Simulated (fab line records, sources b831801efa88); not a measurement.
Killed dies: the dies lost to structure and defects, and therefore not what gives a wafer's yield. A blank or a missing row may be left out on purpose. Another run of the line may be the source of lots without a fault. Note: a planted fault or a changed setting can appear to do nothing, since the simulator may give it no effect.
Chamber matching :: flow sfq_line :: cmp-02 running SFQ_TRILAYER_I4_CMP_CMP_100: 4 sister chambers
The step polishes SiO2. 8 wafers are shown with their chamber, then 8 later ones without.

== WAFERS WITH THEIR CHAMBER ==
wafer: L663.1
chamber: 2
motor_current_A (A): 11.3
time_to_endpoint_s (s): 220

wafer: L664.1
chamber: 3
motor_current_A (A): 10.6
time_to_endpoint_s (s): 206

wafer: L665.6
chamber: 3
motor_current_A (A): 11.0
time_to_endpoint_s (s): 214

wafer: L666.1
chamber: 0
motor_current_A (A): 9.7
time_to_endpoint_s (s): 208

wafer: L666.6
chamber: 1
motor_current_A (A): 10.3
time_to_endpoint_s (s): 208

wafer: L667.4
chamber: 2
motor_current_A (A): 11.6
time_to_endpoint_s (s): 215

wafer: L667.5
chamber: 0
motor_current_A (A): 10.2
time_to_endpoint_s (s): 213

wafer: L667.6
chamber: 1
motor_current_A (A): 10.3
time_to_endpoint_s (s): 217

== WAFERS WITHOUT THEIR CHAMBER ==
wafer: L668.1
motor_current_A (A): 11.8
time_to_endpoint_s (s): 221

wafer: L668.3
motor_current_A (A): 10.6
time_to_endpoint_s (s): 213

wafer: L668.5
motor_current_A (A): 10.1
time_to_endpoint_s (s): 223

wafer: L671.1
motor_current_A (A): 10.6
time_to_endpoint_s (s): 213

wafer: L671.5
motor_current_A (A): 11.1
time_to_endpoint_s (s): 222

wafer: L671.6
motor_current_A (A): 9.7
time_to_endpoint_s (s): 223

wafer: L679.3
motor_current_A (A): 11.1
time_to_endpoint_s (s): 215

wafer: L679.5
motor_current_A (A): 11.3
time_to_endpoint_s (s): 227

== WHICH CHAMBER EACH ONE RAN IN ==
wafer: L668.1
from the rows above: 2
in truth: 2

wafer: L668.3
from the rows above: can't be placed: 3 or 1 or 0
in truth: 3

wafer: L668.5
from the rows above: can't be placed: 1 or 0 or 3
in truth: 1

wafer: L671.1
from the rows above: can't be placed: 3 or 1 or 0
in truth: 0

wafer: L671.5
from the rows above: can't be placed: 2 or 3
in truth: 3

wafer: L671.6
from the rows above: can't be placed: 0 or 1
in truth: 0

wafer: L679.3
from the rows above: can't be placed: 2 or 3 or 1
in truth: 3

wafer: L679.5
from the rows above: can't be placed: 2 or 3
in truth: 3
Correct placement for 1 of the 8. Unplaceable from these rows: 7, with the true chamber sitting among the candidates in 7. Placed wrongly: 0.
How it was worked out, from the rows above alone: a wafer's distance from a chamber is the root of the sum, over the readings, of the square of ((its reading less the chamber's mean) divided by the reading's scatter). If the next closest chamber is less than 2 further off than the closest, the wafer can't be placed; otherwise it belongs to the closest. Each chamber's mean is taken over the wafers shown for it. The scatter is the square root of a quotient: the sum, over the shown wafers, of each reading's squared deviation from its chamber's mean, divided by wafers minus chambers.
